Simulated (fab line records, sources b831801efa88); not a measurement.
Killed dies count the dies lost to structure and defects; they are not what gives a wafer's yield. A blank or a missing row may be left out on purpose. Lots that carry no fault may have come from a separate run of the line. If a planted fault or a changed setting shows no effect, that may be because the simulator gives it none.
Which tool was responsible? :: flow sky130 :: 6 lots, 18 wafers sampled, at 3 steps of a route of 708

== WHAT THE GAUGES READ, wafer by wafer ==
SKY_VT_ADJUST_LVTN_TW_MEAS_10.
lot: L753
measured: day 7 02:01
on: filmMetro-04
VT_ADJUST_LVTN_TW: 238.6 237.2 239.9

lot: L760
measured: day 9 05:01
on: filmMetro-02
VT_ADJUST_LVTN_TW: 240.9 241.6 241.4

lot: L764
measured: day 9 23:58
on: filmMetro-02
VT_ADJUST_LVTN_TW: 240.7 240.1 241.3

lot: L767
measured: day 10 22:14
on: filmMetro-04
VT_ADJUST_LVTN_TW: 239.0 239.3 237.2

lot: L769
measured: day 11 22:14
on: filmMetro-04
VT_ADJUST_LVTN_TW: 237.6 238.6 238.6

lot: L774
measured: day 12 15:56
on: filmMetro-02
VT_ADJUST_LVTN_TW: 241.5 241.5 241.4

== EACH LOT AND THE TOOL THAT RAN IT (in order: tool; ch and the chambers of the sampled wafers; start) ==
lot: L753
SKY_VT_ADJUST_HVTP_STRIP_10: plasmaAsher-02 ch 0,1, day 6 07:07
SKY_VT_ADJUST_LVTN_STRIP_09: plasmaAsher-02 ch 0,1, day 7 01:55

lot: L760
SKY_VT_ADJUST_HVTP_STRIP_10: plasmaAsher-01 ch 0,1, day 8 08:05
SKY_VT_ADJUST_LVTN_STRIP_09: plasmaAsher-04 ch 0,1, day 9 04:55

lot: L764
SKY_VT_ADJUST_HVTP_STRIP_10: plasmaAsher-01 ch 0,1, day 9 02:22
SKY_VT_ADJUST_LVTN_STRIP_09: plasmaAsher-03 ch 0, day 9 23:52

lot: L767
SKY_VT_ADJUST_HVTP_STRIP_10: plasmaAsher-02 ch 0,1, day 9 23:28
SKY_VT_ADJUST_LVTN_STRIP_09: plasmaAsher-04 ch 0,1, day 10 22:07

lot: L769
SKY_VT_ADJUST_HVTP_STRIP_10: plasmaAsher-01 ch 0,1, day 10 23:10
SKY_VT_ADJUST_LVTN_STRIP_09: plasmaAsher-04 ch 0,1, day 11 22:09

lot: L774
SKY_VT_ADJUST_HVTP_STRIP_10: plasmaAsher-04 ch 0,1, day 11 17:13
SKY_VT_ADJUST_LVTN_STRIP_09: plasmaAsher-02 ch 0,1, day 12 15:49
- SKY_VT_ADJUST_HVTP_STRIP_10: strips in O2/N2.
- SKY_VT_ADJUST_LVTN_STRIP_09: strips in O2/N2.

== THE ANSWER, worked out from the rows above alone ==
Rule: the usual values come from the lots themselves. Put in order of their means at a reading, lots are off if they are a third of the lots or fewer, leave a main group of 4 or more, and stand apart from it by a gap of 3 or more times the standard deviation of the main group's means; of several such gaps the widest counts. A main group is skipped when, at the precision printed for the reading in the tables above, its means are all equal. Also off: a lot with no number at a reading for which 4 or more lots have one. All remaining lots with rows at the step are treated as sound.
Across all readings shown, no lot is off: no conclusion can be drawn from this.

== WHAT HAD BEEN PUT IN BY THE SIMULATOR ==
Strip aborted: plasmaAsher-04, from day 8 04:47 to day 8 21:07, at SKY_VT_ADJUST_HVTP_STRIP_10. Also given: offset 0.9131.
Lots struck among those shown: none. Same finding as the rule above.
